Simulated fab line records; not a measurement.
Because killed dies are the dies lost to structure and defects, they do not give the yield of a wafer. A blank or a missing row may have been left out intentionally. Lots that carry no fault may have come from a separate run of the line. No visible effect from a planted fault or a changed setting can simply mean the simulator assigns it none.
Chamber matching | flow gf180mcu | GF_V2_CMP_26 on cmp-02: 4 sister chambers
The step polishes, stops on SiO2, t overpolish 15 s, target thk 0 nm. 18 wafers are shown with their chamber, then 9 later ones without.

EACH WAFER AND ITS CHAMBER
wafer  | chamber | motorCurrentA (A) | overpolishRunS (s) | timeToEndpointS (s)
L450.1 | 1       | 10.8              | 14.997             | 86.9
L450.3 | 3       | 13.1              | 14.992             | 87.9
L450.5 | 3       | 13.5              | 15.001             | 86.5
L455.2 | 3       | 13.2              | 15.017             | 86.0
L455.3 | 2       | 10.6              | 14.992             | 83.3
L455.4 | 0       | 10.6              | 15.012             | 83.4
L459.1 | 2       | 11.5              | 14.996             | 90.2
L459.3 | 3       | 13.4              | 14.991             | 89.9
L459.6 | 2       | 11.5              | 15.001             | 93.6
L460.4 | 2       | 10.5              | 15.009             | 90.0
L460.5 | 3       | 13.2              | 14.996             | 95.2
L460.6 | 0       | 10.8              | 15.013             | 89.3
L466.4 | 0       | 10.4              | 15.003             | 92.7
L466.5 | 2       | 10.8              | 15.005             | 90.6
L466.6 | 1       | 11.7              | 14.986             | 86.5
L468.3 | 0       | 10.7              | 15.009             | 89.0
L468.5 | 1       | 11.4              | 14.996             | 86.6
L468.6 | 2       | 11.4              | 15.013             | 91.2

SIGNATURES, as means of the wafers listed above
reading         | chamber 0 | chamber 1 | chamber 2 | chamber 3 | scatter within a chamber
motorCurrentA   | 10.625    | 11.300    | 11.050    | 13.280    | 0.35
overpolishRunS  | 15.00925  | 14.99300  | 15.00267  | 14.99940  | 0.00801
timeToEndpointS | 88.600    | 86.667    | 89.817    | 89.100    | 3.38
Rule: a wafer lies at a distance from a chamber equal to the root of the sum of squares, over the readings, of (its reading less the chamber's mean, divided by the reading's scatter). The wafer belongs to the nearest chamber; if the next one is less than 2 further off, it can't be placed. The scatter: take each reading less its chamber's mean, square it, sum over the shown wafers, divide by the number of wafers less the number of chambers, and take the root.

WAFERS MISSING THEIR CHAMBER
wafer  | motorCurrentA (A) | overpolishRunS (s) | timeToEndpointS (s)
L467.2 | 10.9              | 14.976             | 84.2
L467.3 | 11.0              | 15.002             | 82.7
L467.4 | 11.6              | 15.009             | 86.3
L471.3 | 12.8              | 15.004             | 82.0
L471.4 | 10.8              | 14.998             | 85.5
L471.5 | 10.6              | 15.005             | 83.1
L472.4 | 13.7              | 15.002             | 88.4
L472.5 | 10.3              | 14.992             | 82.3
L472.6 | 11.0              | 14.996             | 85.3

WHICH CHAMBER EACH ONE RAN IN
wafer  | from the rows above          | in truth
L467.2 | can't be placed: 1 or 2 or 0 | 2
L467.3 | can't be placed: 1 or 2 or 0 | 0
L467.4 | can't be placed: 2 or 1 or 0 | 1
L471.3 | 3                            | 3
L471.4 | can't be placed: 2 or 1 or 0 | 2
L471.5 | can't be placed: 0 or 2 or 1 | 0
L472.4 | 3                            | 3
L472.5 | can't be placed: 0 or 1 or 2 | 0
L472.6 | can't be placed: 1 or 2 or 0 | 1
Correct placement for 2 of the 9. These rows do not allow placing 7 (true chamber among the candidates in 7). Number placed wrongly: 0.
